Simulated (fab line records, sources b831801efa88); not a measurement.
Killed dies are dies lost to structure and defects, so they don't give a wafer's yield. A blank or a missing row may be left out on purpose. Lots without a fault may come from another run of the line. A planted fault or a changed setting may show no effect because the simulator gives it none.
Which tool did it? | flow sky130 | 24 lots, 72 wafers sampled, at 5 steps of a route of 708

WHAT THE GAUGES READ, wafer by wafer
SKY_LDD_HVN_OVL_MEAS_07. Usual: LDD_HVN_OVL -0.2 nm, standard deviation 1.2.
lot  | measured     | on         | LDD_HVN_OVL (nm) | flag
L075 | day 21 16:30 | overlay-02 | -0.7 -1.7 -0.7   |
L074 | day 21 18:48 | overlay-02 | -0.9 -0.6 -1.0   |
L076 | day 21 19:10 | overlay-02 | -1.1 -0.9 -0.1   |
L077 | day 21 21:28 | overlay-01 | -1.9 0.1 1.1     |
L078 | day 22 13:23 | overlay-02 | 0.4 0.1 1.0      |
L079 | day 23 01:10 | overlay-01 | -0.9 0.1 1.9     |
L080 | day 23 05:52 | overlay-02 | 0.9 -0.7 -1.0    |
L082 | day 23 09:30 | overlay-01 | 0.5 0.2 0.3      |
L081 | day 23 10:01 | overlay-02 | 0.5 -0.8 0.9     |
L083 | day 24 00:28 | overlay-01 | -1.5 -1.7 -0.2   |
L084 | day 24 13:32 | overlay-01 | 1.9 -0.1 0.7     |
L085 | day 24 15:33 | overlay-02 | 0.9 0.7 0.9      |
L086 | day 25 01:43 | overlay-01 | -0.5 1.1 0.6     |
L087 | day 25 06:16 | overlay-02 | -0.4 0.5 0.0     |
L088 | day 25 13:46 | overlay-02 | -1.7 -2.0 -2.7   |
L089 | day 25 18:24 | overlay-02 | -1.1 -3.6 -0.5   |
L090 | day 25 22:52 | overlay-01 | 1.7 0.1 -0.8     |
L091 | day 26 09:52 | overlay-02 | -0.4 -0.2 1.4    |
L092 | day 26 22:44 | overlay-01 | 0.0 -0.9 -1.5    |
L093 | day 27 04:27 | overlay-01 | -1.6 -2.1 -0.3   |
L094 | day 27 16:34 | overlay-01 | 0.5 2.9 1.1      |
L095 | day 28 06:21 | overlay-01 | 0.2 0.4 0.9      |
L097 | day 28 07:57 | overlay-01 | -1.9 -1.5 0.6    |
L096 | day 28 10:27 | overlay-02 | -0.8 0.7 -1.4    |

SKY_LI_CONTACT_THK_MEAS_01. Usual: LI_CONTACT_HDPCVD_THK 909 nm, standard deviation 9.6.
lot  | measured     | on            | LI_CONTACT_HDPCVD_THK (nm) | flag
L075 | day 29 08:43 | film_metro-01 | 913 917 919                |
L074 | day 29 10:40 | film_metro-01 | 919 910 928                |
L076 | day 29 11:05 | film_metro-04 | 908 917 927                |
L077 | day 29 13:03 | film_metro-03 | 926 930 903                |
L078 | day 29 23:49 | film_metro-03 | 905 903 906                |
L079 | day 30 12:38 | film_metro-01 | 914 918 919                |
L080 | day 30 18:17 | film_metro-01 | 912 902 894                |
L082 | day 30 21:54 | film_metro-03 | 910 904 904                |
L081 | day 30 21:08 | film_metro-04 | 913 907 907                |
L083 | day 31 07:56 | film_metro-04 | 911 922 923                |
L084 | day 31 20:49 | film_metro-01 | 918 912 912                |
L085 | day 32 00:20 | film_metro-01 | 897 911 904                |
L086 | day 32 07:01 | film_metro-01 | 924 916 925                |
L087 | day 32 11:02 | film_metro-04 | 906 895 899                |
L088 | day 32 22:29 | film_metro-03 | 912 883 901                |
L089 | day 33 00:31 | film_metro-04 | 899 901 913                |
L090 | day 33 05:42 | film_metro-04 | 914 910 932                |
L091 | day 33 13:51 | film_metro-01 | 910 898 908                |
L092 | day 34 02:15 | film_metro-01 | 915 906 901                |
L093 | day 34 08:28 | film_metro-03 | 896 886 888                |
L094 | day 34 20:50 | film_metro-01 | 908 904 905                |
L095 | day 35 06:43 | film_metro-01 | 908 899 915                |
L097 | day 35 09:47 | film_metro-03 | 906 913 916                |
L096 | day 35 13:02 | film_metro-04 | 902 898 907                |

SKY_LOCAL_INTERCONNECT_RS_MEAS_01: measures by four-point-probe. Usual: LOCAL_INTERCONNECT_TIN_RS 14.15 ohm/sq, standard deviation 0.15.
lot  | measured     | on            | LOCAL_INTERCONNECT_TIN_RS (ohm/sq) | flag
L075 | day 30 14:57 | film_metro-03 | 14.27 14.14 14.12                  |
L074 | day 30 17:02 | film_metro-02 | 14.49 14.40 14.45                  |
L076 | day 30 17:09 | film_metro-01 | 14.46 14.17 14.01                  |
L077 | day 30 19:04 | film_metro-03 | 14.27 14.27 13.92                  |
L078 | day 31 05:10 | film_metro-03 | 14.21 14.20 13.90                  |
L079 | day 31 17:21 | film_metro-01 | 13.88 14.20 14.09                  |
L080 | day 31 23:31 | film_metro-01 | 14.16 14.05 14.10                  |
L082 | day 32 03:05 | film_metro-02 | 14.02 13.98 14.17                  |
L081 | day 32 02:13 | film_metro-01 | 14.24 14.00 14.04                  |
L083 | day 32 13:03 | film_metro-03 | 14.18 14.40 14.25                  |
L084 | day 33 02:29 | film_metro-01 | 14.12 14.38 14.13                  |
L085 | day 33 06:29 | film_metro-03 | 14.36 14.31 14.18                  |
L086 | day 33 11:46 | film_metro-02 | 14.10 14.11 14.22                  |
L087 | day 33 16:20 | film_metro-03 | 14.20 14.25 13.94                  |
L088 | day 34 03:40 | film_metro-01 | 14.21 14.12 14.22                  |
L089 | day 34 05:20 | film_metro-02 | 13.89 14.20 13.92                  |
L090 | day 34 10:23 | film_metro-02 | 13.94 14.32 13.96                  |
L091 | day 34 18:09 | film_metro-01 | 14.39 14.16 14.46                  |
L092 | day 35 06:28 | film_metro-03 | 14.13 14.16 14.02                  |
L093 | day 35 13:18 | film_metro-02 | 13.94 13.97 13.98                  |
L094 | day 36 01:32 | film_metro-03 | 14.09 14.07 14.01                  |
L095 | day 36 11:00 | film_metro-02 | 14.00 13.98 14.15                  |
L097 | day 36 13:55 | film_metro-01 | 14.23 14.34 14.25                  |
L096 | day 36 17:58 | film_metro-02 | 14.11 14.16 13.80                  |

SKY_LOCAL_INTERCONNECT_CD_MEAS_11: target cd 170 nm. Usual: cd_nm 170.0 nm, standard deviation 1.6.
lot  | measured     | on        | cd_nm (nm)        | flag
L075 | day 31 18:23 | cd_sem-01 | 166.1 168.3 168.5 |
L074 | day 31 20:33 | cd_sem-01 | 171.5 170.7 172.1 |
L076 | day 31 20:55 | cd_sem-01 | 168.7 168.6 168.9 |
L077 | day 31 23:04 | cd_sem-02 | 171.5 172.1 173.3 |
L078 | day 32 08:44 | cd_sem-02 | 168.6 167.4 169.6 |
L079 | day 32 20:16 | cd_sem-01 | 170.2 169.0 169.6 |
L080 | day 33 03:23 | cd_sem-02 | 172.2 172.3 171.9 |
L082 | day 33 06:50 | cd_sem-02 | 170.5 170.2 170.2 |
L081 | day 33 06:13 | cd_sem-02 | 168.5 166.8 166.7 |
L083 | day 33 17:17 | cd_sem-02 | 169.7 170.0 169.6 |
L084 | day 34 05:16 | cd_sem-02 | 168.7 169.8 170.1 |
L085 | day 34 09:57 | cd_sem-01 | 168.9 169.2 170.8 |
L086 | day 34 14:17 | cd_sem-02 | 172.1 172.1 172.1 |
L087 | day 34 18:57 | cd_sem-02 | 169.9 168.6 171.0 |
L088 | day 35 06:38 | cd_sem-02 | 170.5 168.2 171.1 |
L089 | day 35 08:06 | cd_sem-02 | 168.8 170.6 170.5 |
L090 | day 35 12:54 | cd_sem-02 | 168.2 169.0 167.8 |
L091 | day 35 20:34 | cd_sem-01 | 168.4 168.1 168.2 |
L092 | day 36 08:46 | cd_sem-01 | 172.4 171.9 172.3 |
L093 | day 36 15:47 | cd_sem-02 | 169.7 169.7 170.5 |
L094 | day 37 04:38 | cd_sem-02 | 170.2 170.2 171.7 |
L095 | day 37 14:28 | cd_sem-02 | 173.1 172.2 173.0 |
L097 | day 37 16:49 | cd_sem-01 | 169.1 168.8 169.2 |
L096 | day 37 20:44 | cd_sem-01 | 170.1 170.6 171.2 |

WHICH TOOL RAN EACH LOT (tool, then ch and the chambers of the sampled wafers, then the start)
lot  | SKY_POLY_GATE_ETCH_17
L075 | rie_si-01 ch 0,2, day 17 16:04
L074 | rie_si-02 ch 1,2, day 17 18:31
L076 | rie_si-01 ch 0,3, day 17 18:45
L077 | rie_si-01 ch 0,1,3, day 17 22:23
L078 | rie_si-01 ch 0,2,3, day 18 13:32
L079 | rie_si-02 ch 1,2,3, day 19 01:19
L080 | rie_si-02 ch 0,2,3, day 19 05:57
L082 | rie_si-02 ch 0,1,3, day 19 09:31
L081 | rie_si-01 ch 0,1, day 19 11:46
L083 | rie_si-01 ch 0,2,3, day 20 02:43
L084 | rie_si-02 ch 0,1,2, day 20 15:20
L085 | rie_si-01 ch 1,2,3, day 20 17:56
L086 | rie_si-02 ch 1,2,3, day 21 04:30
L087 | rie_si-01 ch 0,2,3, day 21 09:26
L088 | rie_si-02 ch 0,1, day 21 15:39
L089 | rie_si-01 ch 2,3, day 21 22:02
L090 | rie_si-02 ch 0,2, day 22 04:02
L091 | rie_si-01 ch 1,2,3, day 22 14:23
L092 | rie_si-02 ch 0,2,3, day 23 03:33
L093 | rie_si-01 ch 1,3, day 23 09:27
L094 | rie_si-02 ch 0,1, day 23 21:18
L095 | rie_si-01 ch 0,1,3, day 24 10:47
L097 | rie_si-02 ch 0,1,3, day 24 13:59
L096 | rie_si-01 ch 0,2,3, day 24 15:52
- SKY_POLY_GATE_ETCH_17: etches poly-Si in HBr/Cl2, stops on SiO2, target depth 180 nm, time 70.5 s.

WHAT THE TOOLS THEMSELVES READ (means of the sampled wafers that have a number; where no wafer has one, the mark that the record gives instead)
SKY_POLY_GATE_ETCH_17. Usual: drypump_motor_current_A 5.6 A, standard deviation 0.5; oes_product_au 0.987 a.u., standard deviation 0.0072; throttle_valve_pct 33.684 %, standard deviation 0.0099.
lot  | tool      | drypump_motor_current_A (A) | oes_product_au (a.u.) | throttle_valve_pct (%) | flag
L075 | rie_si-01 | 5.2                         | 0.993                 | 33.681                 |
L074 | rie_si-02 | 5.2                         | 0.990                 | 33.677                 |
L076 | rie_si-01 | 5.4                         | 0.995                 | 33.682                 |
L077 | rie_si-01 | 5.6                         | 0.982                 | 33.676                 |
L078 | rie_si-01 | 5.5                         | 0.999                 | 33.681                 |
L079 | rie_si-02 | 5.4                         | 0.979                 | 33.689                 |
L080 | rie_si-02 | 5.6                         | 0.981                 | 33.672                 |
L082 | rie_si-02 | 5.9                         | 0.985                 | 33.677                 |
L081 | rie_si-01 | 5.3                         | 0.994                 | 33.681                 |
L083 | rie_si-01 | 5.5                         | 0.985                 | 33.683                 |
L084 | rie_si-02 | 5.8                         | 0.985                 | 33.684                 |
L085 | rie_si-01 | 5.7                         | 0.994                 | 33.682                 |
L086 | rie_si-02 | 5.4                         | 0.982                 | 33.683                 |
L087 | rie_si-01 | 5.5                         | 0.988                 | 33.690                 |
L088 | rie_si-02 | 6.3                         | 0.993                 | 33.680                 |
L089 | rie_si-01 | 5.6                         | 0.982                 | 33.680                 |
L090 | rie_si-02 | 6.0                         | 0.989                 | 33.686                 |
L091 | rie_si-01 | 5.7                         | 0.982                 | 33.697                 |
L092 | rie_si-02 | 5.6                         | 0.985                 | 33.682                 |
L093 | rie_si-01 | 5.8                         | 0.987                 | 33.679                 |
L094 | rie_si-02 | 6.1                         | 0.986                 | 33.686                 |
L095 | rie_si-01 | 5.6                         | 0.982                 | 33.685                 |
L097 | rie_si-02 | 5.9                         | 0.983                 | 33.680                 |
L096 | rie_si-01 | 5.5                         | 0.985                 | 33.686                 |

THE ANSWER, worked out from the rows above alone
Rule: a lot is off if the mean of its wafers that have a number lies more than 3 standard deviations from the usual mean. A lot without any number at a reading at which 4 lots or more have one is off too. The other lots that the step has rows for count as sound. The gauges are gone through in route order, then the tools' own readings, and for those a lot's mean is taken as printed above. The first step at which some lot is off is used, and at that step the reading that is off furthest; a lot without a number counts as furthest.
No lot is off at any reading shown: from this, nothing can be told.

WHAT THE SIMULATOR HAD PUT IN
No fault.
